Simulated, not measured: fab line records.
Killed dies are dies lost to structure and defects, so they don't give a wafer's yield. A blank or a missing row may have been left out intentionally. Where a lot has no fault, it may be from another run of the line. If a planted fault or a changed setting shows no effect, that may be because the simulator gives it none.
2 desks looking at one fault | flow gf180mcu | what lay behind the numbers comes last; until then each desk has only its own

== FOR THE TOOL OWNER'S DESK: implanter-03 ==
The tool's own readings at GF_VT_IMPLANT_IMPLANT_19, given as means over the sampled wafers that have a number, one for each lot that went through this tool. Marked OUT: a lot whose mean sits more than 4 standard deviations from the usual mean, which makes it out of limits; the brackets give that distance.
Columns: A = beam energy keV at GF_VT_IMPLANT_IMPLANT_19, usual 100.00; B = dose ions cm2 at GF_VT_IMPLANT_IMPLANT_19, usual 4.35e+12
lot  | first seen here | A                        | B
L734 | day 6 07:10     | 99.99                    | 4.34e+12
L735 | day 6 10:43     | 100.01                   | 4.35e+12
L737 | day 7 01:56     | 99.99                    | 4.35e+12
L738 | day 7 05:31     | 100.02                   | 4.35e+12
L748 | day 9 23:49     | 107.06 (+99 or more) OUT | 4.35e+12
L750 | day 10 11:49    | 107.03 (+99 or more) OUT | 4.35e+12
This desk finds L748, L750 out of limits, L748 being first, at day 9 23:49 (beam energy keV at GF_VT_IMPLANT_IMPLANT_19). Within limits: L734, L735, L737, L738.

== AT THE METROLOGY DESK ==
What the gauges read for every lot (on any tool): the sampled wafers with a number, averaged. Marked OUT: a lot whose mean sits more than 4 standard deviations from the usual mean, which makes it out of limits; the brackets give that distance.
Columns: A = VT_IMPLANT_2_TW at GF_VT_IMPLANT_TW_MEAS_21, usual 1223; B = V3_CVD_02_THK at GF_V3_THK_MEAS_03, usual 848 nm
lot  | first seen here | A               | B
L734 | day 6 07:25     | 1222            | 849
L735 | day 6 10:59     | 1228            | 855
L736 | day 6 19:34     | 1223            | 853
L737 | day 7 02:11     | 1223            | 842
L738 | day 7 05:44     | 1220            | 843
L740 | day 7 23:25     | 1224            | 858
L748 | day 10 00:04    | 1244 (+4.9) OUT | 854
L750 | day 10 12:02    | 1244 (+4.9) OUT | 827
L751 | day 10 20:16    | 1223            | 839
L752 | day 10 23:52    | 1219            | 850
L753 | day 11 09:29    | 1226            | 848
L754 | day 11 18:38    | 1233            | 838
L756 | day 12 02:03    | 1224            | 848
This desk finds L748, L750 out of limits, with the earliest case on L748 at day 10 00:04 (VT_IMPLANT_2_TW at GF_VT_IMPLANT_TW_MEAS_21). Within limits: L734, L735, L736, L737, L738, L740, L751, L752, L753, L754, L756.

== PUT TOGETHER ==
The tool owner's desk had the chance to raise an alarm at day 9 23:49 on L748, L750.
Metrology desk: alarm possible at day 10 00:04 on L748, L750.
The lots listed all ran GF_VT_IMPLANT_IMPLANT_19 on implanter-03.

== WHAT THE SIMULATOR PUT IN ==
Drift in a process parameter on implanter-03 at GF_VT_IMPLANT_IMPLANT_19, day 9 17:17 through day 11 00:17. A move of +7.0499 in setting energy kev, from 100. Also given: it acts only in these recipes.
Struck lots among those shown: L748, L750.
Delay (hours) between the fault's onset and each desk's first out-of-limits reading: 7 at the tool owner's desk, 7 at the metrology desk.
